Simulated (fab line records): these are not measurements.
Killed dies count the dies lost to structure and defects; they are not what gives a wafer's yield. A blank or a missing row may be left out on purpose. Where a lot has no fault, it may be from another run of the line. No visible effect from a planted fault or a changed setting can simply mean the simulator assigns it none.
Chamber matching | flow sky130 | SKY_CONTACT_ETCH_17 on rie-diel-04 has 4 sister chambers
The step etches SiO2 in C4F8/O2/Ar, stops on Si3N4, target depth 340 nm. 14 wafers are shown with their chamber, then 7 later ones without.

== WAFERS WITH THEIR CHAMBER ==
wafer  | chamber | oes-product-au (a.u.)
L078.1 | 2       | 0.891
L078.2 | 0       | 0.902
L078.3 | 3       | 0.898
L082.4 | 0       | 0.891
L082.5 | 3       | 0.891
L082.6 | 2       | 0.889
L086.1 | 3       | 0.891
L086.2 | 2       | 0.892
L086.5 | 0       | 0.893
L087.3 | 1       | 0.893
L087.4 | 2       | 0.892
L087.6 | 1       | 0.889
L088.2 | 1       | 0.894
L088.4 | 2       | 0.886

SIGNATURES, as means of the wafers listed above
reading        | chamber 0 | chamber 1 | chamber 2 | chamber 3 | scatter within a chamber
oes-product-au | 0.89533   | 0.89200   | 0.89000   | 0.89333   | 0.00376
Rule: a wafer lies at a distance from a chamber equal to the root of the sum of squares, over the readings, of (its reading less the chamber's mean, divided by the reading's scatter). The wafer belongs to the nearest chamber; if the next one is less than 2 further off, it can't be placed. The scatter: the root of (the sum of the squares of (reading less its chamber's mean) over the shown wafers, divided by (wafers less chambers)).

== WAFERS WITHOUT THEIR CHAMBER ==
wafer  | oes-product-au (a.u.)
L088.6 | 0.886
L090.1 | 0.902
L090.5 | 0.895
L090.6 | 0.892
L096.1 | 0.903
L096.2 | 0.893
L096.3 | 0.886

== WHICH CHAMBER EACH WENT THROUGH ==
wafer  | from the rows above               | in truth
L088.6 | can't be placed: 2 or 1 or 3 or 0 | 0
L090.1 | can't be placed: 0 or 3 or 1 or 2 | 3
L090.5 | can't be placed: 0 or 3 or 1 or 2 | 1
L090.6 | can't be placed: 1 or 3 or 2 or 0 | 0
L096.1 | can't be placed: 0 or 3 or 1 or 2 | 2
L096.2 | can't be placed: 3 or 1 or 0 or 2 | 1
L096.3 | can't be placed: 2 or 1 or 3 or 0 | 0
0 of 7 placed correctly. Cannot be placed on the basis of these rows: 7; the candidates contain the true chamber in 7. Placed wrongly: 0.
